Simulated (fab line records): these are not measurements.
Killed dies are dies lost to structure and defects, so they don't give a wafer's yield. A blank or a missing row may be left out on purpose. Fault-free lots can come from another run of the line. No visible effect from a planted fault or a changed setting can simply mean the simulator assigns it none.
Chamber matching | flow sky130 | rieDiel-02 running SKY_VIA3_ETCH_15: 4 sister chambers
The step etches SiO2 in C4F8/O2/Ar, stops on TiN, target depth 507 nm, time 78 s. 4 wafers are shown with their chamber, then 12 later ones without.

== WAFERS PAIRED WITH THEIR CHAMBERS ==
wafer  | chamber | oesProductAu (a.u.)
L081.3 | 0       | 0.942
L089.2 | 1       | 0.947
L089.4 | 2       | 0.938
L089.5 | 3       | 0.944

== WAFERS WHOSE CHAMBER IS MISSING ==
wafer  | oesProductAu (a.u.)
L093.1 | 0.957
L093.3 | 0.945
L093.6 | 0.944
L094.1 | 0.953
L094.5 | 0.940
L094.6 | 0.946
L095.3 | 0.949
L095.4 | 0.952
L095.6 | 0.940
L097.2 | 0.942
L097.3 | 0.940
L097.5 | 0.945

== WHICH CHAMBER EACH ONE RAN IN ==
wafer  | from the rows above               | in truth
L093.1 | can't be placed: 1 or 3 or 0      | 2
L093.3 | can't be placed: 3 or 1 or 0 or 2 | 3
L093.6 | can't be placed: 3 or 0 or 1 or 2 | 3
L094.1 | can't be placed: 1 or 3 or 0      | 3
L094.5 | can't be placed: 0 or 2 or 3 or 1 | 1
L094.6 | can't be placed: 1 or 3 or 0 or 2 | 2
L095.3 | can't be placed: 1 or 3 or 0      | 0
L095.4 | can't be placed: 1 or 3 or 0      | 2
L095.6 | can't be placed: 0 or 2 or 3 or 1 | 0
L097.2 | can't be placed: 0 or 3 or 2 or 1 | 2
L097.3 | can't be placed: 0 or 2 or 3 or 1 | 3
L097.5 | can't be placed: 3 or 1 or 0 or 2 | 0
Placed correctly: 0 of 12. Unplaceable from these rows: 12, with the true chamber sitting among the candidates in 10. 0 placed wrongly.
How it was worked out, from the rows above alone: a wafer's distance from a chamber is the root of the sum, over the readings, of the square of ((its reading less the chamber's mean) divided by the reading's scatter). If the next closest chamber is less than 2 further off than the closest, the wafer can't be placed; otherwise it belongs to the closest. For every chamber, the mean is computed from those of its wafers that are shown. The scatter: root of mean squared gap, hidden wafer to nearest shown wafer, with one shown wafer a chamber.
